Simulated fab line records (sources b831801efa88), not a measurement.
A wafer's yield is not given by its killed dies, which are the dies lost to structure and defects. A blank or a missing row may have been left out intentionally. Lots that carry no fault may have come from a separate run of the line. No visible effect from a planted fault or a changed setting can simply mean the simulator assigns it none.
Matching of chambers -- flow gf180mcu -- rieDiel-01 running GF_V3_ETCH_16: 4 sister chambers
The step etches BARC in N2/H2. 14 wafers are shown with their chamber, then 7 later ones without.

== WAFERS PAIRED WITH THEIR CHAMBERS ==
wafer,chamber,drypumpMotorCurrentA (A),oesProductAu (a.u.),throttleValvePct (%)
L075.2,3,5.8,0.860,13.225
L075.3,1,6.0,0.863,13.217
L075.6,3,5.8,0.852,13.229
L078.2,3,5.8,0.849,13.231
L078.3,2,6.1,0.856,13.221
L078.6,3,5.8,0.847,13.222
L079.1,2,6.1,0.847,13.223
L079.4,0,5.8,0.860,13.218
L079.5,2,6.2,0.847,13.240
L090.2,2,6.2,0.849,13.228
L090.5,0,5.8,0.848,13.221
L090.6,3,5.8,0.850,13.217
L091.1,0,5.8,0.854,13.227
L091.2,1,6.0,0.858,13.217

SIGNATURES, as means of the wafers listed above
reading,chamber 0,chamber 1,chamber 2,chamber 3,scatter within a chamber
drypumpMotorCurrentA,5.800,6.000,6.150,5.800,0.0316
oesProductAu,0.85400,0.86050,0.84975,0.85160,0.0049
throttleValvePct,13.22200,13.21700,13.22800,13.22480,0.0062
Rule: a wafer lies at a distance from a chamber equal to the root of the sum of squares, over the readings, of (its reading less the chamber's mean, divided by the reading's scatter). The wafer belongs to the nearest chamber; if the next one is less than 2 further off, it can't be placed. The scatter: take each reading less its chamber's mean, square it, sum over the shown wafers, divide by the number of wafers less the number of chambers, and take the root.

== WAFERS WITH NO CHAMBER GIVEN ==
wafer,drypumpMotorCurrentA (A),oesProductAu (a.u.),throttleValvePct (%)
L091.4,6.2,0.851,13.234
L092.3,5.8,0.856,13.214
L092.4,6.0,0.845,13.210
L092.5,6.0,0.842,13.222
L093.2,6.2,0.847,13.230
L093.3,5.8,0.851,13.233
L093.4,6.0,0.855,13.246

== CHAMBER TAKEN BY EACH ==
wafer,from the rows above,in truth
L091.4,2,2
L092.3,can't be placed: 0 or 3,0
L092.4,1,1
L092.5,can't be placed: 1 or 2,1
L093.2,2,2
L093.3,can't be placed: 3 or 0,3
L093.4,can't be placed: 1 or 2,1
Placed correctly: 3 of 7. Not placeable from these rows: 4 (in 4, the candidates include the true chamber). Placed wrongly: 0.
